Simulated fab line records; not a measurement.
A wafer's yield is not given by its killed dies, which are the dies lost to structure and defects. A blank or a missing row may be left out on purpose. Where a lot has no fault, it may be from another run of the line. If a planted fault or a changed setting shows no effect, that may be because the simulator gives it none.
Which tool was responsible? :: flow gf180mcu :: 13 lots with 39 wafers sampled at 3 steps, on a route of 602 steps

== WHAT EACH GAUGE READ, for each wafer ==
GF_PSD_CD_MEAS_07 targets a cd of 400 nm. Usual: cd-nm reads 401.0 nm (standard deviation 1.9).
lot: L179
measured: day 14 22:02
on: cd-sem-01
cd-nm (nm): 401.0 399.1 402.2
flag: 

lot: L181
measured: day 15 07:56
on: cd-sem-01
cd-nm (nm): 403.6 403.2 403.9
flag: 

lot: L180
measured: day 15 10:37
on: cd-sem-01
cd-nm (nm): 400.9 400.4 398.9
flag: 

lot: L183
measured: day 16 07:10
on: cd-sem-01
cd-nm (nm): 401.0 402.7 401.1
flag: 

lot: L184
measured: day 16 10:28
on: cd-sem-02
cd-nm (nm): 405.2 404.5 404.5
flag: 

lot: L186
measured: day 17 01:17
on: cd-sem-01
cd-nm (nm): 401.2 402.3 400.9
flag: 

lot: L187
measured: day 17 08:18
on: cd-sem-01
cd-nm (nm): 401.1 398.9 402.3
flag: 

lot: L191
measured: day 18 12:43
on: cd-sem-02
cd-nm (nm): - - -
flag: OFF

lot: L194
measured: day 19 18:58
on: cd-sem-01
cd-nm (nm): 401.0 399.8 400.7
flag: 

lot: L198
measured: day 21 03:11
on: cd-sem-02
cd-nm (nm): 404.7 403.1 400.9
flag: 

lot: L199
measured: day 21 08:04
on: cd-sem-02
cd-nm (nm): 399.0 398.3 397.6
flag: 

lot: L200
measured: day 21 17:58
on: cd-sem-01
cd-nm (nm): 396.7 399.5 397.6
flag: 

lot: L201
measured: day 22 04:22
on: cd-sem-01
cd-nm (nm): 401.6 399.5 401.3
flag: 

GF_PSD_TW_MEAS_11. Usual: PSD_TW gives 3186 (standard deviation 37).
lot: L179
measured: day 14 22:26
on: film-metro-02
PSD_TW: 3157 3158 3155
flag: 

lot: L181
measured: day 15 08:20
on: film-metro-03
PSD_TW: 3207 3214 3218
flag: 

lot: L180
measured: day 15 11:01
on: film-metro-02
PSD_TW: 3144 3145 3153
flag: 

lot: L183
measured: day 16 07:34
on: film-metro-03
PSD_TW: 3204 3205 3206
flag: 

lot: L184
measured: day 16 11:01
on: film-metro-02
PSD_TW: 3138 3135 3147
flag: 

lot: L186
measured: day 17 01:41
on: film-metro-04
PSD_TW: 3224 3207 3217
flag: 

lot: L187
measured: day 17 08:43
on: film-metro-02
PSD_TW: 3163 3181 3178
flag: 

lot: L191
measured: day 18 13:08
on: film-metro-03
PSD_TW: 30 30 30
flag: OFF

lot: L194
measured: day 19 19:22
on: film-metro-03
PSD_TW: 3228 3215 3212
flag: 

lot: L198
measured: day 21 03:37
on: film-metro-02
PSD_TW: 3137 3144 3151
flag: 

lot: L199
measured: day 21 08:26
on: film-metro-02
PSD_TW: 3149 3135 3156
flag: 

lot: L200
measured: day 21 18:23
on: film-metro-04
PSD_TW: 3225 3253 3219
flag: 

lot: L201
measured: day 22 04:46
on: film-metro-02
PSD_TW: 3135 3149 3127
flag: 

== EACH LOT AND THE TOOL THAT RAN IT (in order: tool; ch and the chambers of the sampled wafers; start) ==
lot: L179
GF_PSD_EXPOSE_04: iline-stepper-01 ch 0, day 14 11:37

lot: L181
GF_PSD_EXPOSE_04: iline-stepper-02 ch 0, day 14 21:26

lot: L180
GF_PSD_EXPOSE_04: iline-stepper-01 ch 0, day 15 00:02

lot: L183
GF_PSD_EXPOSE_04: iline-stepper-02 ch 0, day 15 19:46

lot: L184
GF_PSD_EXPOSE_04: iline-stepper-02 ch 0, day 15 23:47

lot: L186
GF_PSD_EXPOSE_04: iline-stepper-01 ch 0, day 16 14:13

lot: L187
GF_PSD_EXPOSE_04: iline-stepper-02 ch 0, day 16 20:38

lot: L191
GF_PSD_EXPOSE_04: iline-stepper-02 ch 0, day 18 01:16

lot: L194
GF_PSD_EXPOSE_04: iline-stepper-01 ch 0, day 19 07:18

lot: L198
GF_PSD_EXPOSE_04: iline-stepper-01 ch 0, day 20 15:45

lot: L199
GF_PSD_EXPOSE_04: iline-stepper-02 ch 0, day 20 20:12

lot: L200
GF_PSD_EXPOSE_04: iline-stepper-01 ch 0, day 21 06:47

lot: L201
GF_PSD_EXPOSE_04: iline-stepper-02 ch 0, day 21 16:41
- GF_PSD_EXPOSE_04: exposes mask Pplus, target cd 400 nm.

== AS READ BY THE TOOLS THEMSELVES (means over the sampled wafers that have a number; for cases with no such wafer, the mark the record gives instead) ==
The record holds no such reading with a usual standard deviation.

== THE ANSWER, worked out from the rows above alone ==
Rule: lot off if the mean of its wafers having a number is beyond 3 standard deviations from the usual mean. A lot without any number at a reading at which 4 lots or more have one is off too. The other lots that the step has rows for count as sound. The gauges are gone through in route order, then the tools' own readings, and for those a lot's mean is taken as printed above. The first step at which some lot is off is used, and at that step the reading that is off furthest; a lot without a number counts as furthest.
Off: L191, at GF_PSD_CD_MEAS_07 (cd-nm). Without a number there: L191.
If a tool, at a process step before that reading, ran all the lots that are off and no sound lot after the first of them, it fits. Not tried: the gauges at GF_PSD_CD_MEAS_07; whatever is off there is also off at GF_PSD_TW_MEAS_11, on other tools, and gauge error can't account for it. No candidate that was tried fits.

== WHAT HAD BEEN PUT IN BY THE SIMULATOR ==
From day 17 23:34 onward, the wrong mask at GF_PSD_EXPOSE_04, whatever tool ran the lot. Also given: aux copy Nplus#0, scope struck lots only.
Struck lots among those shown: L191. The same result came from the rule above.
